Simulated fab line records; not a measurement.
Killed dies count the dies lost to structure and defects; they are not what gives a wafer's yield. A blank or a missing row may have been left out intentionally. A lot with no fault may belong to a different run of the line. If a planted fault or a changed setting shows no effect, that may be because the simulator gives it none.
Chamber matching + flow gf180mcu + GF_V4_ETCH_16 on rieDiel-02: 4 sister chambers
The step etches BARC in N2/H2. 14 wafers are shown with their chamber, then 7 later ones without.

WAFERS, EACH WITH ITS CHAMBER
| wafer  | chamber | drypumpMotorCurrentA (A) | oesProductAu (a.u.) | throttleValvePct (%) |
|--------|---------|--------------------------|---------------------|----------------------|
| L427.3 | 0       | 6.0                      | 0.860               | 13.216               |
| L427.4 | 3       | 5.3                      | 0.849               | 13.228               |
| L427.6 | 2       | 4.9                      | 0.853               | 13.214               |
| L433.1 | 1       | 5.8                      | 0.860               | 13.215               |
| L433.2 | 0       | 6.0                      | 0.856               | 13.220               |
| L433.6 | 0       | 6.0                      | 0.859               | 13.211               |
| L434.3 | 1       | 5.7                      | 0.861               | 13.232               |
| L434.5 | 0       | 6.0                      | 0.860               | 13.233               |
| L434.6 | 3       | 5.2                      | 0.856               | 13.214               |
| L436.1 | 3       | 5.3                      | 0.857               | 13.209               |
| L436.2 | 1       | 5.7                      | 0.853               | 13.238               |
| L436.4 | 3       | 5.3                      | 0.846               | 13.220               |
| L440.2 | 1       | 5.7                      | 0.854               | 13.224               |
| L440.3 | 2       | 4.9                      | 0.846               | 13.212               |

SIGNATURES, as means of the wafers listed above
| reading              | chamber 0 | chamber 1 | chamber 2 | chamber 3 | scatter within a chamber |
|----------------------|-----------|-----------|-----------|-----------|--------------------------|
| drypumpMotorCurrentA | 6.000     | 5.725     | 4.900     | 5.275     | 0.0387                   |
| oesProductAu         | 0.85875   | 0.85700   | 0.84950   | 0.85200   | 0.00414                  |
| throttleValvePct     | 13.22000  | 13.22725  | 13.21300  | 13.21775  | 0.00876                  |
Rule: distance of a wafer from a chamber = root of the sum over the readings of ((wafer's reading minus chamber's mean) / reading's scatter) squared. If the next closest chamber is less than 2 further off than the closest, the wafer can't be placed; otherwise it belongs to the closest. The scatter: the root of (the sum of the squares of (reading less its chamber's mean) over the shown wafers, divided by (wafers less chambers)).

WAFERS WHOSE CHAMBER IS MISSING
| wafer  | drypumpMotorCurrentA (A) | oesProductAu (a.u.) | throttleValvePct (%) |
|--------|--------------------------|---------------------|----------------------|
| L440.5 | 5.3                      | 0.856               | 13.226               |
| L441.2 | 6.0                      | 0.853               | 13.223               |
| L441.5 | 5.7                      | 0.851               | 13.208               |
| L441.6 | 6.0                      | 0.852               | 13.235               |
| L449.2 | 5.7                      | 0.855               | 13.241               |
| L449.3 | 5.3                      | 0.849               | 13.211               |
| L449.6 | 5.3                      | 0.860               | 13.222               |

WHICH CHAMBER EACH WENT THROUGH
| wafer  | from the rows above | in truth |
|--------|---------------------|----------|
| L440.5 | 3                   | 3        |
| L441.2 | 0                   | 0        |
| L441.5 | 1                   | 1        |
| L441.6 | 0                   | 0        |
| L449.2 | 1                   | 1        |
| L449.3 | 3                   | 3        |
| L449.6 | 3                   | 3        |
7 of 7 placed correctly. Can't be placed from these rows: 0. 0 placed wrongly.
